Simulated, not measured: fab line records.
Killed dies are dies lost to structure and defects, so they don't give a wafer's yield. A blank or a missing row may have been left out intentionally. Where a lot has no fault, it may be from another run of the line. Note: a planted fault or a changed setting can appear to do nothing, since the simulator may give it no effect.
A lot that was struck, set against a sound lot :: flow gf180mcu :: 14 out of 602 route steps
Sound: wafers L891.3, L891.5, L891.6. Struck: wafer L892.5. (L892.3, L892.4 of the same lot were not struck and are left out.) The cause comes at the end.
Per side, at each step with rows, come the tool, then ch with its chambers, and then its first start. Under that, the readings that differ: sound wafers :: struck wafers :: difference of the means :: sigmas: that difference in standard deviations of wafers without a fault.
alike: same words and numbers on both sides, and readings whose means sit less than 2 such deviations apart. not compared: any withheld reading, any reading some wafer has no value for, any bound like >300 that may hide the same value, and any number with overlapping values for which the record gives no deviation.
The two part at a step that has a row with sigmas, a row that says differs or no value, or rows on one side only. Numbers that don't overlap but have no deviation are shown without sigmas and don't part them. A reading that every wafer of one side lacks parts them only if that side has two wafers or more.

GF_V5_STRIP_18: strips in O2/N2.
  sound on plasma asher-02 ch 0,1, day 31 15:47; struck on plasma asher-04 ch 0, day 32 03:01
  alike: drypump motor current A, heater power w, oes product au
  not compared: rf hours counter h
then, 2 steps without rows for these wafers: GF_V5_STRIP_19 (strips in post etch residue remover, time 1200 s); GF_V5_CLEAN_20 (cleans in DIW).
GF_V5_SPUTTER_21: material Ti, target thk 15 nm, time 80.02 s.
  sound on pvd sputter-01 at day 31 16:17; struck on pvd sputter-02 at day 32 03:33
  alike: throttle valve pct
GF_V5_SPUTTER_22: material TiN, target thk 10 nm, time 40 s.
  sound on pvd sputter-01 at day 31 16:21; struck on pvd sputter-02 at day 32 03:37
  alike: throttle valve pct
then, 1 step without rows for these wafers: GF_V5_CVD_23 (deposits W, target thk 350 nm, time 104.9 s).
GF_V5_RS_MEAS_24: measures by four-point-probe.
  sound on film metro-03 at day 31 16:32; struck on film metro-03 at day 32 03:48
  alike: V5_W_RS
GF_V5_THK_MEAS_25: measures by xrf.
  sound on film metro-03 at day 31 16:38; struck on film metro-03 at day 32 03:54
  alike: V5_W_THK
then, 1 step without rows for these wafers: GF_V5_CMP_26 (polishes, stops on SiO2, t overpolish 15 s, target thk 0 nm).
GF_TOP_METAL_SPUTTER_00: material Ti, target thk 37.5 nm, time 150 s.
  sound on pvd sputter-04 at day 31 16:59; struck on pvd sputter-03 at day 32 04:22
  alike: throttle valve pct
then, 2 steps without rows for these wafers: GF_TOP_METAL_SPUTTER_01 (material TiN, target thk 30 nm, time 25 s); GF_TOP_METAL_SPUTTER_02 (material AlCu, target thk 900 nm, time 47.82 s).
GF_TOP_METAL_SPUTTER_03: material Ti, target thk 5 nm, time 3.3 s.
  sound on pvd sputter-04 at day 31 17:09; struck on pvd sputter-03 at day 32 04:32
reading: model.Ti_of_TOP_METAL_SPUTTER_03.thk nm (nm)
sound: 5.017 4.967 4.977
struck: 2.171
difference: -2.816
sigmas: 
  alike: throttle valve pct
GF_TOP_METAL_SPUTTER_04: material TiN, target thk 25 nm, time 20.8 s.
  sound on pvd sputter-04 at day 31 17:10; struck on pvd sputter-03 at day 32 04:33
  alike: throttle valve pct

WHERE THEY PART
Nowhere in this record.

WHY: what the simulator had put in
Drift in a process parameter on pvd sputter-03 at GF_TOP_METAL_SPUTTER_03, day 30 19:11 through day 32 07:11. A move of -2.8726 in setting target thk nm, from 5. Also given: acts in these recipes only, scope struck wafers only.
